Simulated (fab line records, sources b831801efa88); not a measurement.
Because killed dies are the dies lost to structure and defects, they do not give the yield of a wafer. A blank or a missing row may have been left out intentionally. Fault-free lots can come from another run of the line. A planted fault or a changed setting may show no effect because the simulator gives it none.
The tool behind it: which one? || flow gf180mcu || 24 lots with 72 wafers sampled at 4 steps, on a route of 602 steps

== WHAT THE GAUGES READ, wafer by wafer ==
GF_V3_OVL_MEAS_15.
{"lot": "L074", "measured": "day 22 05:21", "on": "overlay-01", "V3_OVL (nm)": "1 -5 -2"}
{"lot": "L075", "measured": "day 22 16:09", "on": "overlay-02", "V3_OVL (nm)": "-8 -4 -6"}
{"lot": "L076", "measured": "day 23 01:06", "on": "overlay-01", "V3_OVL (nm)": "-6 -6 -7"}
{"lot": "L077", "measured": "day 23 04:20", "on": "overlay-02", "V3_OVL (nm)": "-3 -9 -4"}
{"lot": "L078", "measured": "day 23 21:59", "on": "overlay-02", "V3_OVL (nm)": "-6 -1 -8"}
{"lot": "L079", "measured": "day 24 03:30", "on": "overlay-02", "V3_OVL (nm)": "-3 -1 7"}
{"lot": "L080", "measured": "day 24 14:12", "on": "overlay-02", "V3_OVL (nm)": "-13 -9 -17"}
{"lot": "L081", "measured": "day 25 06:46", "on": "overlay-01", "V3_OVL (nm)": "-2 -7 0"}
{"lot": "L082", "measured": "day 25 09:16", "on": "overlay-01", "V3_OVL (nm)": "-2 1 0"}
{"lot": "L083", "measured": "day 25 17:42", "on": "overlay-02", "V3_OVL (nm)": "2 -4 -1"}
{"lot": "L084", "measured": "day 26 02:54", "on": "overlay-01", "V3_OVL (nm)": "-2 -8 0"}
{"lot": "L085", "measured": "day 26 07:58", "on": "overlay-02", "V3_OVL (nm)": "-3 -7 -3"}
{"lot": "L086", "measured": "day 26 15:42", "on": "overlay-02", "V3_OVL (nm)": "-7 -2 -5"}
{"lot": "L087", "measured": "day 26 19:06", "on": "overlay-02", "V3_OVL (nm)": "2 -4 -2"}
{"lot": "L088", "measured": "day 27 06:00", "on": "overlay-01", "V3_OVL (nm)": "-9 -6 2"}
{"lot": "L089", "measured": "day 27 10:15", "on": "overlay-01", "V3_OVL (nm)": "1 -1 -9"}
{"lot": "L090", "measured": "day 27 15:46", "on": "overlay-02", "V3_OVL (nm)": "4 8 9"}
{"lot": "L091", "measured": "day 28 00:28", "on": "overlay-02", "V3_OVL (nm)": "9 9 9"}
{"lot": "L092", "measured": "day 28 03:22", "on": "overlay-02", "V3_OVL (nm)": "-6 -7 -1"}
{"lot": "L093", "measured": "day 28 14:41", "on": "overlay-01", "V3_OVL (nm)": "-2 -3 0"}
{"lot": "L094", "measured": "day 28 22:03", "on": "overlay-02", "V3_OVL (nm)": "-14 -10 -9"}
{"lot": "L095", "measured": "day 29 07:00", "on": "overlay-02", "V3_OVL (nm)": "-3 8 -5"}
{"lot": "L096", "measured": "day 29 10:25", "on": "overlay-01", "V3_OVL (nm)": "-3 -9 -3"}
{"lot": "L097", "measured": "day 29 13:56", "on": "overlay-01", "V3_OVL (nm)": "3 -1 5"}

== WHAT TOOL EACH LOT RAN ON (gives the tool, then ch and the chambers of the sampled wafers, and finally the start) ==
{"lot": "L074", "GF_V2_ETCH_16": "rie diel-04 ch 0,1,3, day 20 03:11", "GF_V2_ETCH_17": "rie diel-04 ch 0,1,3, day 20 03:51 or earlier", "GF_V2_SPUTTER_21": "pvd sputter-04, day 20 03:51"}
{"lot": "L075", "GF_V2_ETCH_16": "rie diel-03 ch 0,1,3, day 20 13:50", "GF_V2_ETCH_17": "rie diel-03 ch 0,1,3, day 20 14:30 or earlier", "GF_V2_SPUTTER_21": "pvd sputter-04, day 20 14:30"}
{"lot": "L076", "GF_V2_ETCH_16": "rie diel-03 ch 0,2,3, day 20 23:36", "GF_V2_ETCH_17": "rie diel-03 ch 0,2,3, day 21 00:16 or earlier", "GF_V2_SPUTTER_21": "pvd sputter-01, day 21 00:16"}
{"lot": "L077", "GF_V2_ETCH_16": "rie diel-02 ch 0,1,2, day 21 03:29", "GF_V2_ETCH_17": "rie diel-02 ch 0,1,2, day 21 04:09 or earlier", "GF_V2_SPUTTER_21": "pvd sputter-04, day 21 04:09"}
{"lot": "L078", "GF_V2_ETCH_16": "rie diel-03 ch 2,3, day 21 21:09", "GF_V2_ETCH_17": "rie diel-03 ch 2,3, day 21 21:49 or earlier", "GF_V2_SPUTTER_21": "pvd sputter-01, day 21 21:49"}
{"lot": "L079", "GF_V2_ETCH_16": "rie diel-04 ch 1,2, day 22 02:29", "GF_V2_ETCH_17": "rie diel-04 ch 1,2, day 22 03:08 or earlier", "GF_V2_SPUTTER_21": "pvd sputter-04, day 22 03:08"}
{"lot": "L080", "GF_V2_ETCH_16": "rie diel-03 ch 0,1,2, day 22 14:06", "GF_V2_ETCH_17": "rie diel-03 ch 0,1,2, day 22 14:49 or earlier", "GF_V2_SPUTTER_21": "pvd sputter-02, day 22 14:49"}
{"lot": "L081", "GF_V2_ETCH_16": "rie diel-03 ch 1,3, day 23 07:35", "GF_V2_ETCH_17": "rie diel-03 ch 1,3, day 23 08:14 or earlier", "GF_V2_SPUTTER_21": "pvd sputter-02, day 23 08:14"}
{"lot": "L082", "GF_V2_ETCH_16": "rie diel-04 ch 0,1, day 23 10:23", "GF_V2_ETCH_17": "rie diel-04 ch 0,1, day 23 11:03 or earlier", "GF_V2_SPUTTER_21": "pvd sputter-04, day 23 11:03"}
{"lot": "L083", "GF_V2_ETCH_16": "rie diel-02 ch 0,1,3, day 23 19:20", "GF_V2_ETCH_17": "rie diel-02 ch 0,1,3, day 23 20:02 or earlier", "GF_V2_SPUTTER_21": "pvd sputter-02, day 23 20:02"}
{"lot": "L084", "GF_V2_ETCH_16": "rie diel-02 ch 1,3, day 24 04:41", "GF_V2_ETCH_17": "rie diel-02 ch 1,3, day 24 05:21 or earlier", "GF_V2_SPUTTER_21": "pvd sputter-01, day 24 05:21"}
{"lot": "L085", "GF_V2_ETCH_16": "rie diel-02 ch 2,3, day 24 10:33", "GF_V2_ETCH_17": "rie diel-02 ch 2,3, day 24 11:14 or earlier", "GF_V2_SPUTTER_21": "pvd sputter-01, day 24 11:14"}
{"lot": "L086", "GF_V2_ETCH_16": "rie diel-03 ch 0,1,3, day 24 17:12", "GF_V2_ETCH_17": "rie diel-03 ch 0,1,3, day 24 17:57 or earlier", "GF_V2_SPUTTER_21": "pvd sputter-04, day 24 17:57"}
{"lot": "L087", "GF_V2_ETCH_16": "rie diel-03 ch 1,3, day 24 22:23", "GF_V2_ETCH_17": "rie diel-03 ch 1,3, day 24 23:03 or earlier", "GF_V2_SPUTTER_21": "pvd sputter-04, day 24 23:03"}
{"lot": "L088", "GF_V2_ETCH_16": "rie diel-04 ch 0,3, day 25 09:38", "GF_V2_ETCH_17": "rie diel-04 ch 0,3, day 25 10:22 or earlier", "GF_V2_SPUTTER_21": "pvd sputter-01, day 25 10:22"}
{"lot": "L089", "GF_V2_ETCH_16": "rie diel-02 ch 0,1, day 25 13:35", "GF_V2_ETCH_17": "rie diel-02 ch 0,1, day 25 14:17 or earlier", "GF_V2_SPUTTER_21": "pvd sputter-02, day 25 14:17"}
{"lot": "L090", "GF_V2_ETCH_16": "rie diel-03 ch 0,1,2, day 25 20:47", "GF_V2_ETCH_17": "rie diel-03 ch 0,1,2, day 25 21:26 or earlier", "GF_V2_SPUTTER_21": "pvd sputter-04, day 25 21:26"}
{"lot": "L091", "GF_V2_ETCH_16": "rie diel-04 ch 1,2, day 26 03:56", "GF_V2_ETCH_17": "rie diel-04 ch 1,2, day 26 04:40 or earlier", "GF_V2_SPUTTER_21": "pvd sputter-04, day 26 04:40"}
{"lot": "L092", "GF_V2_ETCH_16": "rie diel-02 ch 1,2, day 26 08:32", "GF_V2_ETCH_17": "rie diel-02 ch 1,2, day 26 09:13 or earlier", "GF_V2_SPUTTER_21": "pvd sputter-02, day 26 09:13"}
{"lot": "L093", "GF_V2_ETCH_16": "rie diel-04 ch 1,2, day 26 19:53", "GF_V2_ETCH_17": "rie diel-04 ch 1,2, day 26 20:32 or earlier", "GF_V2_SPUTTER_21": "pvd sputter-04, day 26 20:32"}
{"lot": "L094", "GF_V2_ETCH_16": "rie diel-03 ch 0,1,3, day 27 05:05", "GF_V2_ETCH_17": "rie diel-03 ch 0,1,3, day 27 05:47 or earlier", "GF_V2_SPUTTER_21": "pvd sputter-02, day 27 05:47"}
{"lot": "L095", "GF_V2_ETCH_16": "rie diel-02 ch 2,3, day 27 10:53", "GF_V2_ETCH_17": "rie diel-02 ch 2,3, day 27 11:35 or earlier", "GF_V2_SPUTTER_21": "pvd sputter-02, day 27 11:35"}
{"lot": "L096", "GF_V2_ETCH_16": "rie diel-03 ch 0,2,3, day 27 15:08", "GF_V2_ETCH_17": "rie diel-03 ch 0,2,3, day 27 15:49 or earlier", "GF_V2_SPUTTER_21": "pvd sputter-02, day 27 15:49"}
{"lot": "L097", "GF_V2_ETCH_16": "rie diel-03 ch 0,1,2, day 27 20:50", "GF_V2_ETCH_17": "rie diel-03 ch 0,1,2, day 27 21:32 or earlier", "GF_V2_SPUTTER_21": "pvd sputter-02, day 27 21:32"}
- GF_V2_ETCH_16: etches BARC in N2/H2.
- GF_V2_ETCH_17: etches SiO2 in C4F8/O2/Ar, stops on TiN, target depth 630 nm.
- GF_V2_SPUTTER_21: material Ti, target thk 15 nm, time 80.02 s.

== WHAT THE TOOLS THEMSELVES READ (means of the sampled wafers that have a number; where no wafer has one, the mark that the record gives instead) ==
GF_V2_ETCH_16.
{"lot": "L074", "tool": "rie diel-04", "chamber pressure mTorr (mTorr)": 30.010, "drypump motor current A (A)": 6.1, "oes product au (a.u.)": 0.851, "throttle valve pct (%)": 13.226}
{"lot": "L075", "tool": "rie diel-03", "chamber pressure mTorr (mTorr)": 30.013, "drypump motor current A (A)": 6.0, "oes product au (a.u.)": 0.854, "throttle valve pct (%)": 13.223}
{"lot": "L076", "tool": "rie diel-03", "chamber pressure mTorr (mTorr)": 30.021, "drypump motor current A (A)": 6.2, "oes product au (a.u.)": 0.854, "throttle valve pct (%)": 13.224}
{"lot": "L077", "tool": "rie diel-02", "chamber pressure mTorr (mTorr)": 29.991, "drypump motor current A (A)": 5.9, "oes product au (a.u.)": 0.855, "throttle valve pct (%)": 13.224}
{"lot": "L078", "tool": "rie diel-03", "chamber pressure mTorr (mTorr)": 30.024, "drypump motor current A (A)": 6.1, "oes product au (a.u.)": 0.854, "throttle valve pct (%)": 13.225}
{"lot": "L079", "tool": "rie diel-04", "chamber pressure mTorr (mTorr)": 29.989, "drypump motor current A (A)": 5.6, "oes product au (a.u.)": 0.858, "throttle valve pct (%)": 13.231}
{"lot": "L080", "tool": "rie diel-03", "chamber pressure mTorr (mTorr)": 30.018, "drypump motor current A (A)": 5.9, "oes product au (a.u.)": 0.851, "throttle valve pct (%)": 13.227}
{"lot": "L081", "tool": "rie diel-03", "chamber pressure mTorr (mTorr)": 29.980, "drypump motor current A (A)": 5.9, "oes product au (a.u.)": 0.851, "throttle valve pct (%)": 13.233}
{"lot": "L082", "tool": "rie diel-04", "chamber pressure mTorr (mTorr)": 29.999, "drypump motor current A (A)": 6.2, "oes product au (a.u.)": 0.856, "throttle valve pct (%)": 13.222}
{"lot": "L083", "tool": "rie diel-02", "chamber pressure mTorr (mTorr)": 30.002, "drypump motor current A (A)": 6.0, "oes product au (a.u.)": 0.857, "throttle valve pct (%)": 13.239}
{"lot": "L084", "tool": "rie diel-02", "chamber pressure mTorr (mTorr)": 29.974, "drypump motor current A (A)": 6.4, "oes product au (a.u.)": 0.858, "throttle valve pct (%)": 13.225}
{"lot": "L085", "tool": "rie diel-02", "chamber pressure mTorr (mTorr)": 29.990, "drypump motor current A (A)": 6.6, "oes product au (a.u.)": 0.859, "throttle valve pct (%)": 13.227}
{"lot": "L086", "tool": "rie diel-03", "chamber pressure mTorr (mTorr)": 29.985, "drypump motor current A (A)": 6.1, "oes product au (a.u.)": 0.853, "throttle valve pct (%)": 13.224}
{"lot": "L087", "tool": "rie diel-03", "chamber pressure mTorr (mTorr)": 29.992, "drypump motor current A (A)": 5.9, "oes product au (a.u.)": 0.856, "throttle valve pct (%)": 13.229}
{"lot": "L088", "tool": "rie diel-04", "chamber pressure mTorr (mTorr)": 29.992, "drypump motor current A (A)": 6.2, "oes product au (a.u.)": 0.848, "throttle valve pct (%)": 13.222}
{"lot": "L089", "tool": "rie diel-02", "chamber pressure mTorr (mTorr)": 30.022, "drypump motor current A (A)": 5.7, "oes product au (a.u.)": 0.858, "throttle valve pct (%)": 13.231}
{"lot": "L090", "tool": "rie diel-03", "chamber pressure mTorr (mTorr)": 29.997, "drypump motor current A (A)": 5.9, "oes product au (a.u.)": 0.855, "throttle valve pct (%)": 13.228}
{"lot": "L091", "tool": "rie diel-04", "chamber pressure mTorr (mTorr)": 30.018, "drypump motor current A (A)": 5.8, "oes product au (a.u.)": 0.855, "throttle valve pct (%)": 13.225}
{"lot": "L092", "tool": "rie diel-02", "chamber pressure mTorr (mTorr)": 30.007, "drypump motor current A (A)": 6.1, "oes product au (a.u.)": 0.856, "throttle valve pct (%)": 13.224}
{"lot": "L093", "tool": "rie diel-04", "chamber pressure mTorr (mTorr)": 29.994, "drypump motor current A (A)": 5.8, "oes product au (a.u.)": 0.859, "throttle valve pct (%)": 13.223}
{"lot": "L094", "tool": "rie diel-03", "chamber pressure mTorr (mTorr)": 30.007, "drypump motor current A (A)": 6.1, "oes product au (a.u.)": 0.852, "throttle valve pct (%)": 13.226}
{"lot": "L095", "tool": "rie diel-02", "chamber pressure mTorr (mTorr)": 29.976, "drypump motor current A (A)": 6.6, "oes product au (a.u.)": 0.857, "throttle valve pct (%)": 13.223}
{"lot": "L096", "tool": "rie diel-03", "chamber pressure mTorr (mTorr)": 29.972, "drypump motor current A (A)": 6.2, "oes product au (a.u.)": 0.860, "throttle valve pct (%)": 13.228}
{"lot": "L097", "tool": "rie diel-03", "chamber pressure mTorr (mTorr)": 30.023, "drypump motor current A (A)": 5.9, "oes product au (a.u.)": 0.856, "throttle valve pct (%)": 13.227}

GF_V2_ETCH_17.
{"lot": "L074", "tool": "rie diel-04", "chamber pressure mTorr (mTorr)": 40.01, "oes product au (a.u.)": 0.852}
{"lot": "L075", "tool": "rie diel-03", "chamber pressure mTorr (mTorr)": 40.00, "oes product au (a.u.)": 0.856}
{"lot": "L076", "tool": "rie diel-03", "chamber pressure mTorr (mTorr)": 40.00, "oes product au (a.u.)": 0.852}
{"lot": "L077", "tool": "rie diel-02", "chamber pressure mTorr (mTorr)": 40.03, "oes product au (a.u.)": 0.861}
{"lot": "L078", "tool": "rie diel-03", "chamber pressure mTorr (mTorr)": 39.98, "oes product au (a.u.)": 0.860}
{"lot": "L079", "tool": "rie diel-04", "chamber pressure mTorr (mTorr)": 39.99, "oes product au (a.u.)": 0.855}
{"lot": "L080", "tool": "rie diel-03", "chamber pressure mTorr (mTorr)": 39.99, "oes product au (a.u.)": 0.856}
{"lot": "L081", "tool": "rie diel-03", "chamber pressure mTorr (mTorr)": 40.04, "oes product au (a.u.)": 0.850}
{"lot": "L082", "tool": "rie diel-04", "chamber pressure mTorr (mTorr)": 40.01, "oes product au (a.u.)": 0.855}
{"lot": "L083", "tool": "rie diel-02", "chamber pressure mTorr (mTorr)": 40.00, "oes product au (a.u.)": 0.851}
{"lot": "L084", "tool": "rie diel-02", "chamber pressure mTorr (mTorr)": 39.98, "oes product au (a.u.)": 0.855}
{"lot": "L085", "tool": "rie diel-02", "chamber pressure mTorr (mTorr)": 40.01, "oes product au (a.u.)": 0.854}
{"lot": "L086", "tool": "rie diel-03", "chamber pressure mTorr (mTorr)": 39.99, "oes product au (a.u.)": 0.857}
{"lot": "L087", "tool": "rie diel-03", "chamber pressure mTorr (mTorr)": 39.99, "oes product au (a.u.)": 0.858}
{"lot": "L088", "tool": "rie diel-04", "chamber pressure mTorr (mTorr)": 40.02, "oes product au (a.u.)": 0.857}
{"lot": "L089", "tool": "rie diel-02", "chamber pressure mTorr (mTorr)": 39.97, "oes product au (a.u.)": 0.856}
{"lot": "L090", "tool": "rie diel-03", "chamber pressure mTorr (mTorr)": 40.04, "oes product au (a.u.)": 0.852}
{"lot": "L091", "tool": "rie diel-04", "chamber pressure mTorr (mTorr)": 39.98, "oes product au (a.u.)": 0.853}
{"lot": "L092", "tool": "rie diel-02", "chamber pressure mTorr (mTorr)": 40.00, "oes product au (a.u.)": 0.853}
{"lot": "L093", "tool": "rie diel-04", "chamber pressure mTorr (mTorr)": 40.04, "oes product au (a.u.)": 0.854}
{"lot": "L094", "tool": "rie diel-03", "chamber pressure mTorr (mTorr)": 40.01, "oes product au (a.u.)": 0.857}
{"lot": "L095", "tool": "rie diel-02", "chamber pressure mTorr (mTorr)": 39.99, "oes product au (a.u.)": 0.854}
{"lot": "L096", "tool": "rie diel-03", "chamber pressure mTorr (mTorr)": 39.98, "oes product au (a.u.)": 0.861}
{"lot": "L097", "tool": "rie diel-03", "chamber pressure mTorr (mTorr)": 39.99, "oes product au (a.u.)": 0.858}

GF_V2_SPUTTER_21.
{"lot": "L074", "tool": "pvd sputter-04", "throttle valve pct (%)": 31.2}
{"lot": "L075", "tool": "pvd sputter-04", "throttle valve pct (%)": 30.6}
{"lot": "L076", "tool": "pvd sputter-01", "throttle valve pct (%)": 30.0}
{"lot": "L077", "tool": "pvd sputter-04", "throttle valve pct (%)": 30.5}
{"lot": "L078", "tool": "pvd sputter-01", "throttle valve pct (%)": 30.3}
{"lot": "L079", "tool": "pvd sputter-04", "throttle valve pct (%)": 30.4}
{"lot": "L080", "tool": "pvd sputter-02", "throttle valve pct (%)": 31.7}
{"lot": "L081", "tool": "pvd sputter-02", "throttle valve pct (%)": 31.0}
{"lot": "L082", "tool": "pvd sputter-04", "throttle valve pct (%)": 30.3}
{"lot": "L083", "tool": "pvd sputter-02", "throttle valve pct (%)": 30.9}
{"lot": "L084", "tool": "pvd sputter-01", "throttle valve pct (%)": 29.8}
{"lot": "L085", "tool": "pvd sputter-01", "throttle valve pct (%)": 30.1}
{"lot": "L086", "tool": "pvd sputter-04", "throttle valve pct (%)": 30.6}
{"lot": "L087", "tool": "pvd sputter-04", "throttle valve pct (%)": 31.2}
{"lot": "L088", "tool": "pvd sputter-01", "throttle valve pct (%)": 30.0}
{"lot": "L089", "tool": "pvd sputter-02", "throttle valve pct (%)": 30.9}
{"lot": "L090", "tool": "pvd sputter-04", "throttle valve pct (%)": 30.6}
{"lot": "L091", "tool": "pvd sputter-04", "throttle valve pct (%)": 30.9}
{"lot": "L092", "tool": "pvd sputter-02", "throttle valve pct (%)": 30.7}
{"lot": "L093", "tool": "pvd sputter-04", "throttle valve pct (%)": 30.0}
{"lot": "L094", "tool": "pvd sputter-02", "throttle valve pct (%)": 31.3}
{"lot": "L095", "tool": "pvd sputter-02", "throttle valve pct (%)": 30.9}
{"lot": "L096", "tool": "pvd sputter-02", "throttle valve pct (%)": 32.2}
{"lot": "L097", "tool": "pvd sputter-02", "throttle valve pct (%)": 31.8}

== THE ANSWER, worked out from the rows above alone ==
Rule: usual is defined by the lots themselves. Put in order of their means at a reading, lots are off if they are a third of the lots or fewer, leave a main group of 4 or more, and stand apart from it by a gap of 3 or more times the standard deviation of the main group's means; of several such gaps the widest counts. A main group is skipped when, at the precision printed for the reading in the tables above, its means are all equal. Also off: a lot with no number at a reading for which 4 or more lots have one. All remaining lots with rows at the step are treated as sound. The gauges are gone through in route order, then the tools' own readings, and for those a lot's mean is taken as printed above. At the first step where some lot is off, the reading lying furthest off is the one used; lots without a number count as furthest.
Nothing can be told from this: no lot is off at any reading shown.

== WHAT THE SIMULATOR HAD PUT IN ==
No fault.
